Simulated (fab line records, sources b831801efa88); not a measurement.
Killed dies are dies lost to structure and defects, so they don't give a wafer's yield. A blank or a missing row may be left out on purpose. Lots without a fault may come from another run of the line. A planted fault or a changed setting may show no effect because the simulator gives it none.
Tool commonality check | flow sky130 | 14 lots, 48 wafers sampled

WHY IT WAS OPENED
At SKY_NWELL_THK_MEAS_02 the reading NWELL_OXIDATION_THK is flagged on 2 of 14 lots. Wafers without a fault read 9.92 nm, standard deviation 0.2.
Rule: a lot is flagged when every wafer of it that has a number lies more than 4 standard deviations from that mean, or none has a number. The other lots count as sound.

lot  | measured    | on            | NWELL_OXIDATION_THK (nm), wafer by wafer | flag
L401 | day 2 16:16 | film_metro-03 | 9.85 9.76 9.92                           |
L402 | day 3 03:22 | film_metro-01 | 9.64 9.71 9.70                           |
L403 | day 3 10:34 | film_metro-03 | 9.87 9.98 10.06                          |
L404 | day 3 10:35 | film_metro-01 | 9.49 9.52 9.47                           |
L406 | day 3 18:40 | film_metro-04 | 9.53 9.63 9.64                           |
L409 | day 4 07:22 | film_metro-01 | 10.07 9.92 9.98                          |
L410 | day 4 11:39 | film_metro-01 | 12.15 12.04 12.01 12.18 12.02 12.04      | FLAGGED
L411 | day 4 16:23 | film_metro-04 | 11.95 12.02 12.08 11.92 11.97 12.09      | FLAGGED
L412 | day 4 22:48 | film_metro-04 | 9.92 9.83 9.91                           |
L415 | day 5 13:19 | film_metro-04 | 10.09 10.04 10.04                        |
L417 | day 5 22:40 | film_metro-01 | 10.09 9.98 9.93                          |
L419 | day 6 09:28 | film_metro-01 | 9.91 10.14 9.98                          |
L420 | day 6 16:11 | film_metro-01 | 9.74 9.70 9.58                           |
L422 | day 7 02:28 | film_metro-03 | 9.87 9.71 9.91                           |
The numbers of the flagged lots are 12.04 nm on average: +2.12 nm against the usual, or +11 standard deviations.

WHICH TOOL RAN EACH LOT
The record holds 1 process step before the reading, out of a route of 708 steps. In each cell: the tool, then ch and the chambers that the sampled wafers went through, then the start.
lot  | flag    | SKY_NWELL_OXIDATION_01
L401 |         | furnace-01 ch 0, day 2 14:51
L402 |         | furnace-01 ch 0, day 3 01:58
L403 |         | furnace-02 ch 0, day 3 09:11
L404 |         | furnace-02 ch 0, day 3 09:11
L406 |         | furnace-02 ch 0, day 3 17:15
L409 |         | furnace-02 ch 0, day 4 05:56
L410 | FLAGGED | furnace-02 ch 0, day 4 10:14
L411 | FLAGGED | furnace-02 ch 0, day 4 14:59
L412 |         | furnace-01 ch 0, day 4 21:23
L415 |         | furnace-01 ch 0, day 5 11:56
L417 |         | furnace-01 ch 0, day 5 21:17
L419 |         | furnace-01 ch 0, day 6 08:04
L420 |         | furnace-01 ch 0, day 6 14:48
L422 |         | furnace-01 ch 0, day 7 01:05
What these steps do:
- SKY_NWELL_OXIDATION_01: stabilise 600 s, purge 300 s, target thk 10 nm.
- SKY_NWELL_THK_MEAS_02

FLAGGED OVER TOTAL, TOOL BY TOOL (the gauges that took the reading come last)
step                   | tool          | lots run | flagged | share of the flagged lots | sound lots run after its first flagged lot
SKY_NWELL_OXIDATION_01 | furnace-01    | 8        | 0       | none                      | -
SKY_NWELL_OXIDATION_01 | furnace-02    | 6        | 2       | all                       | 0
SKY_NWELL_THK_MEAS_02  | film_metro-01 | 7        | 1       | some                      | 3 (L417,L419,L420)
SKY_NWELL_THK_MEAS_02  | film_metro-03 | 3        | 0       | none                      | -
SKY_NWELL_THK_MEAS_02  | film_metro-04 | 4        | 1       | some                      | 2 (L412,L415)

WHAT THE TABLE ALLOWS
1 row of the table ran every flagged lot: furnace-02 at SKY_NWELL_OXIDATION_01.
- furnace-02 at SKY_NWELL_OXIDATION_01: 2 of its 6 lots flagged. Its last sound lot is L409 (day 4 05:56), its first flagged lot L410 (day 4 10:14): a fault that began between those two fits. Its own readings lie more than 4 standard deviations out on every wafer of the flagged lots: spike_tc_bottom_C, spike_tc_centre_C, spike_tc_lower_C, spike_tc_top_C, spike_tc_upper_C, tube_center_temp_C, tube_center_temp_C_max.
One tool is left: furnace-02 at SKY_NWELL_OXIDATION_01.

WHAT THE SIMULATOR HAD PUT IN
Process parameter drift: furnace-02, from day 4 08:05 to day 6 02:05, at SKY_NWELL_OXIDATION_01. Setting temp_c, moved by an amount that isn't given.
Lots struck among those shown: L410, L411. The rule above found the same.
